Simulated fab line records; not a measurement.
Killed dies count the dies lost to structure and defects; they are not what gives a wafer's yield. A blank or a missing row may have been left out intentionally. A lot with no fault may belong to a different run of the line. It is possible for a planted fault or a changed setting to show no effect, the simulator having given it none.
fab line records	flow gf180mcu
record: lots: 13	wafers: 39	last-day: 34
route steps=602 shown STI@5 VT_IMPLANT@92 HV_LDD@233 NSD@246
lots that met no fault: taken from a fault-free run of the same line
start-h: hours from the record's opening day to when the first of the lot's shown wafers began	wait-h: how many hours have passed since the lot's step before this one	" the same as in the row above	L1.1+2: one row covering several wafers at once	- no value, or no start given	* or withheld: withheld	< > ~ a bound
route shown NAME@n: names a module that has steps shown in the file, with the first one's number in the route	usual: mean and standard deviation over wafers with no fault	same: alike in all rows	chamber/n: place in a boat	sites: the reading at each site	_std_site: standard deviation of those values	_edge_site: outer sites' mean less inner sites'	radius-mm: for every site, how far away it sits from the centre of the wafer	mask NAME#n: copy n	behind: tool/chamber where the wafer was last shaped	hold: reason for holding the lot/hours on hold/outcome of the hold	device: transistor that didn't switch, given as n, p or np	end of line: the same wafers' tests at the end of the route	a step given without rows: its recipe and nothing more	killed: not the wafer's yield, but the dies lost to structure and defects at the first sort	map: dies across one wafer; x = killed, . = not, _ = none there
set.NAME: the setting the step ran with; set.NAME@STEP: the setting that earlier step ran with	model.NAME: the simulator's own value behind a step, which no gauge read
the route's steps for a sample of lots (tables are steps, rows are wafers)
services: a tool's chamber out of use, with start hour (start-h, from the record's first day; less than 0 if before it), hours out, and reason
== steps ==
step: GF_STI_THK_MEAS_04
recipe: reads: Si3N4_of_STI_CVD_03
usual: STI_CVD_03_THK: 207.2/2.3
lot.wafer	tool	chamber	start-h	wait-h	STI_CVD_03_THK[nm]
L497.3	film-metro-01	-	19.57	0.0	204.7
L497.4	"	-	"	"	205.9
L497.6	"	-	"	"	205.9
L499.1	film-metro-01	-	28.56	0.0	206.1
L499.2	"	-	"	"	208.5
L499.6	"	-	"	"	206.2
L500.2	film-metro-02	-	34.58	0.0	208.0
L500.3	"	-	"	"	207.4
L500.6	"	-	"	"	208.5
L501.3	film-metro-01	-	40.32	0.0	206.1
L501.5	"	-	"	"	204.2
L501.6	"	-	"	"	204.8
L502.2	film-metro-01	-	45.39	0.0	205.5
L502.4	"	-	"	"	203.3
L502.6	"	-	"	"	205.3
L503.1	film-metro-04	-	49.27	0.0	204.8
L503.4	"	-	"	"	204.5
L503.6	"	-	"	"	205.4
L504.1	film-metro-01	-	53.56	0.0	207.8
L504.4	"	-	"	"	208.6
L504.5	"	-	"	"	208.5
L505.1	film-metro-04	-	58.56	0.0	204.6
L505.2	"	-	"	"	204.5
L505.4	"	-	"	"	205.1
L506.1	film-metro-02	-	64.55	0.0	205.9
L506.3	"	-	"	"	206.1
L506.6	"	-	"	"	206.0
L514.2	film-metro-04	-	106.29	0.0	206.5
L514.5	"	-	"	"	205.6
L514.6	"	-	"	"	208.7
L515.3	film-metro-02	-	111.08	0.0	213.1
L515.4	"	-	"	"	209.5
L515.6	"	-	"	"	212.8
L518.1	film-metro-02	-	123.56	0.0	208.3
L518.2	"	-	"	"	208.2
L518.5	"	-	"	"	210.2
L519.2	film-metro-02	-	128.57	0.0	207.5
L519.3	"	-	"	"	208.9
L519.4	"	-	"	"	209.9
step: GF_VT_IMPLANT_COAT_02
recipe: resist: NOVOLAK	spin-rpm: 3000	resist-thk-nm: 1000
lot.wafer	tool	chamber	start-h	wait-h
L497.3+4+6	litho-track-01	0	109.21	0.1
L499.1+2+6	litho-track-03	0	123.54	0.1
L500.2+3+6	litho-track-03	0	128.87	0.1
L501.3+5+6	litho-track-01	0	137.86	0.1
L502.2+4+6	litho-track-01	0	141.28	0.1
L503.1+4+6	litho-track-01	0	148.76	0.1
L504.1+4+5	litho-track-01	0	155.41	0.1
L505.1+2+4	litho-track-04	0	159.00	0.1
L506.1+3+6	litho-track-04	0	166.10	0.1
L514.2+5+6	litho-track-04	0	214.98	0.1
L515.3+4+6	litho-track-04	0	222.00	0.1
L518.1+2+5	litho-track-03	0	236.59	0.1
L519.2+3+4	litho-track-04	0	242.78	0.1
step: GF_VT_IMPLANT_STRIP_09
recipe: chemistry: O2/N2	power-w: 1400	pressure-mtorr: 1500	platen-temp-c: 250	o2-flow-sccm: 3000	n2-flow-sccm: 300	overash-fraction: 0.5
usual: drypump-motor-current-A: 5.5/0.5	heater-power-w: 322/16	oes-product-au: 0.716/0.0048	strip-time-to-endpoint-s: 12.63/0.04
lot.wafer	tool	chamber	start-h	wait-h	drypump-motor-current-A	heater-power-w	oes-product-au	rf-hours-counter-h	strip-time-to-endpoint-s
L497.3	plasma-asher-02	0	116.42	0.1	6.5	331	0.711	-	12.65
L497.4	"	1	"	"	5.5	287	0.715	-	12.63
L497.6	"	1	"	"	5.5	291	0.713	-	12.62
L499.1	plasma-asher-01	1	131.74	0.1	5.3	336	0.719	2	12.63
L499.2	"	0	"	"	5.2	315	0.719	2	12.65
L499.6	"	1	"	"	5.3	352	0.722	-	12.62
L500.2	plasma-asher-01	1	137.28	0.1	5.3	343	0.703	2	12.64
L500.3	"	1	"	"	5.3	350	0.733	-	12.66
L500.6	"	0	"	"	5.3	319	0.712	-	12.61
L501.3	plasma-asher-04	1	145.82	0.1	4.9	313	0.712	-	12.59
L501.5	"	0	"	"	5.7	326	0.725	-	12.63
L501.6	"	1	"	"	4.9	316	0.714	-	12.58
L502.2	plasma-asher-04	0	149.54	0.1	5.7	328	0.720	48	12.63
L502.4	"	1	"	"	5.0	330	0.710	-	12.68
L502.6	"	1	"	"	5.0	329	0.717	-	12.65
L503.1	plasma-asher-04	1	157.19	0.1	4.9	331	0.711	49	12.20
L503.4	"	0	"	"	5.7	326	0.718	-	12.62
L503.6	"	1	"	"	5.0	323	0.716	-	12.65
L504.1	plasma-asher-02	0	163.68	0.1	6.5	329	0.721	50	12.14
L504.4	"	1	"	"	5.5	292	0.724	-	12.62
L504.5	"	1	"	"	5.5	287	0.718	-	12.64
L505.1	plasma-asher-02	1	167.54	0.1	5.5	295	0.721	51	12.66
L505.2	"	0	"	"	6.6	331	0.713	51	12.68
L505.4	"	1	"	"	5.5	290	0.719	-	12.69
L506.1	plasma-asher-02	1	174.99	0.1	5.5	293	0.710	51	12.68
L506.3	"	1	"	"	5.5	297	0.711	-	12.68
L506.6	"	0	"	"	6.5	328	0.717	-	12.67
L514.2	plasma-asher-01	1	224.13	0.1	5.3	346	0.712	12	12.65
L514.5	"	1	"	"	5.3	340	0.721	-	12.68
L514.6	"	0	"	"	5.3	311	0.719	-	12.65
L515.3	plasma-asher-04	0	231.47	0.1	5.7	327	0.719	-	12.70
L515.4	"	1	"	"	5.0	329	0.716	-	12.68
L515.6	"	0	"	"	5.7	331	0.720	-	12.69
L518.1	plasma-asher-04	1	246.23	0.1	4.9	321	0.716	59	12.59
L518.2	"	0	"	"	5.7	331	0.710	59	12.57
L518.5	"	1	"	"	4.9	325	0.719	-	12.59
L519.2	plasma-asher-01	1	252.89	0.1	5.3	344	0.717	15	12.61
L519.3	"	0	"	"	5.3	315	0.710	-	12.65
L519.4	"	1	"	"	5.3	339	0.716	-	12.66
step: GF_HV_LDD_THK_MEAS_57
recipe: reads: Si3N4_of_HV_LDD_CVD_56
usual: HV_LDD_CVD_56_THK: 90.3/0.86
lot.wafer	tool	chamber	start-h	wait-h	HV_LDD_CVD_56_THK[nm]
L497.3	film-metro-02	-	287.63	0.0	91.1
L497.4	"	-	"	"	91.4
L497.6	"	-	"	"	90.9
L499.1	film-metro-04	-	304.65	0.0	90.7
L499.2	"	-	"	"	90.8
L499.6	"	-	"	"	91.2
L500.2	film-metro-03	-	318.09	0.0	90.3
L500.3	"	-	"	"	90.6
L500.6	"	-	"	"	90.1
L501.3	film-metro-03	-	321.09	0.0	90.4
L501.5	"	-	"	"	90.1
L501.6	"	-	"	"	89.7
L502.2	film-metro-04	-	326.13	0.0	90.1
L502.4	"	-	"	"	89.7
L502.6	"	-	"	"	90.2
L503.1	film-metro-03	-	332.99	0.0	89.2
L503.4	"	-	"	"	89.8
L503.6	"	-	"	"	89.2
L504.1	film-metro-02	-	344.15	0.0	90.2
L504.4	"	-	"	"	90.0
L504.5	"	-	"	"	90.8
L505.1	film-metro-02	-	347.90	0.0	90.6
L505.2	"	-	"	"	90.2
L505.4	"	-	"	"	90.3
L506.1	film-metro-04	-	357.83	0.0	89.9
L506.3	"	-	"	"	89.7
L506.6	"	-	"	"	90.1
L514.2	film-metro-02	-	424.46	0.0	91.2
L514.5	"	-	"	"	90.4
L514.6	"	-	"	"	89.9
L515.3	film-metro-04	-	435.28	0.0	91.7
L515.4	"	-	"	"	91.8
L515.6	"	-	"	"	92.3
L518.1	film-metro-03	-	458.15	0.0	89.6
L518.2	"	-	"	"	89.6
L518.5	"	-	"	"	89.7
L519.2	film-metro-02	-	463.56	0.0	89.7
L519.3	"	-	"	"	90.1
L519.4	"	-	"	"	90.2
step: GF_NSD_STRIP_11
recipe: chemistry: O2/N2	power-w: 1400	pressure-mtorr: 1500	platen-temp-c: 250	o2-flow-sccm: 3000	n2-flow-sccm: 300	overash-fraction: 0.5
usual: drypump-motor-current-A: 5.5/0.43	heater-power-w: 325/15	oes-product-au: 0.487/0.0049	strip-time-to-endpoint-s: 22.96/0.034
lot.wafer	tool	chamber	start-h	wait-h	drypump-motor-current-A	heater-power-w	oes-product-au	rf-hours-counter-h	strip-time-to-endpoint-s
L497.3	plasma-asher-01	0	307.54	0.1	5.3	312	0.486	-	22.96
L497.4	"	1	"	"	5.3	343	0.477	-	22.95
L497.6	"	0	"	"	5.3	315	0.488	-	22.96
L499.1	plasma-asher-01	1	326.41	0.1	5.3	348	0.483	23	22.91
L499.2	"	0	"	"	5.3	309	0.477	23	22.94
L499.6	"	1	"	"	5.4	349	0.488	-	22.93
L500.2	plasma-asher-04	0	339.54	0.1	5.7	331	0.479	70	22.89
L500.3	"	1	"	"	5.0	328	0.488	-	22.90
L500.6	"	0	"	"	5.7	324	0.490	-	22.92
L501.3	plasma-asher-01	0	342.79	0.1	5.3	322	0.490	-	23.01
L501.5	"	0	"	"	5.3	319	0.483	-	23.00
L501.6	"	1	"	"	5.4	350	0.486	-	23.00
L502.2	plasma-asher-04	0	347.81	0.1	5.7	334	0.489	70	22.99
L502.4	"	1	"	"	5.0	322	0.480	-	23.03
L502.6	"	1	"	"	5.0	322	0.487	-	22.98
L503.1	plasma-asher-01	1	355.35	0.1	5.3	340	0.490	26	22.96
L503.4	"	1	"	"	5.3	344	0.487	-	22.92
L503.6	"	0	"	"	5.3	317	0.489	-	22.92
L504.1	plasma-asher-02	0	367.11	0.1	6.5	326	0.488	68	22.94
L504.4	"	1	"	"	5.5	297	0.495	-	22.98
L504.5	"	0	"	"	6.6	333	0.487	-	23.00
L505.1	plasma-asher-01	1	370.05	0.1	5.3	340	0.494	28	23.01
L505.2	"	0	"	"	5.3	316	0.498	28	23.00
L505.4	"	1	"	"	5.3	347	0.489	-	22.97
L506.1	plasma-asher-01	1	380.35	0.1	5.3	344	0.488	29	22.99
L506.3	"	1	"	"	5.3	349	0.492	-	23.00
L506.6	"	1	"	"	5.3	340	0.490	-	22.97
L514.2	plasma-asher-02	1	449.41	0.1	5.5	300	0.478	2	22.99
L514.5	"	1	"	"	5.5	298	0.488	-	22.96
L514.6	"	0	"	"	6.6	311	0.487	-	22.93
L515.3	plasma-asher-04	1	460.09	0.1	4.9	330	0.486	-	22.93
L515.4	"	0	"	"	5.7	333	0.490	-	22.97
L515.6	"	0	"	"	5.7	334	0.484	-	22.89
L518.1	plasma-asher-02	0	482.30	0.1	6.5	310	0.497	5	22.97
L518.2	"	1	"	"	5.5	302	0.489	5	22.95
L518.5	"	0	"	"	6.5	320	0.488	-	22.97
L519.2	plasma-asher-02	1	488.56	0.1	5.5	304	0.487	6	22.97
L519.3	"	1	"	"	5.5	301	0.482	-	22.96
L519.4	"	0	"	"	6.5	318	0.487	-	22.94
== services ==
tool	chamber	start-h	hours	kind
plasma-asher-01	-	108.75	9.0	pm
plasma-asher-01	0	108.75	9.0	vent-cycle
plasma-asher-01	1	108.75	9.0	vent-cycle
plasma-asher-01	0	117.75	-	clean
plasma-asher-01	1	117.75	-	clean
plasma-asher-04	-	126.91	14.6	pm
plasma-asher-04	-	146.78	2.7	repair
plasma-asher-01	-	163.62	6.3	repair
plasma-asher-02	-	203.58	17.4	repair
plasma-asher-01	-	211.01	3.3	repair
plasma-asher-04	-	292.04	0.5	repair
plasma-asher-02	-	292.13	2.8	pm
plasma-asher-02	-	339.05	0.3	repair
plasma-asher-01	-	406.31	2.1	repair
plasma-asher-02	-	406.93	7.6	repair
plasma-asher-01	-	408.92	2.0	repair
plasma-asher-02	-	421.25	9.0	pm
plasma-asher-02	0	421.25	9.0	vent-cycle
plasma-asher-02	1	421.25	9.0	vent-cycle
plasma-asher-02	0	430.25	-	clean
plasma-asher-02	1	430.25	-	clean
== key ==
first-sign: step: GF_VT_IMPLANT_STRIP_09	reading: strip-time-to-endpoint-s	direction: down	sigmas: 11	usual: *	struck: *
effect none on later readings
met-at GF_VT_IMPLANT_COAT_02
struck-lots L503,L504
struck-wafers L503.1,L504.1
tester-left-out L503,L504
not-acting-at GF_STI_THK_MEAS_04,GF_HV_LDD_THK_MEAS_57,GF_NSD_STRIP_11
onset-between 141.28 148.76
fault: kind: process-parameter-drift	tool: litho-track-01	chamber: -	onset-h: 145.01	steps: GF_VT_IMPLANT_COAT_02	channel: resist-thk-nm	offset: *	shape: step	end-h: 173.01	scope: struck-wafers-only	acts-in: *	stated: *
tester-left-out: of these lots the tester's yield and bins aren't shown, on N5 and GAA mostly nor the transistor test; their killed dies are dies lost to structure and defects alone, not to doping, threshold or leakage, so they don't give the yield
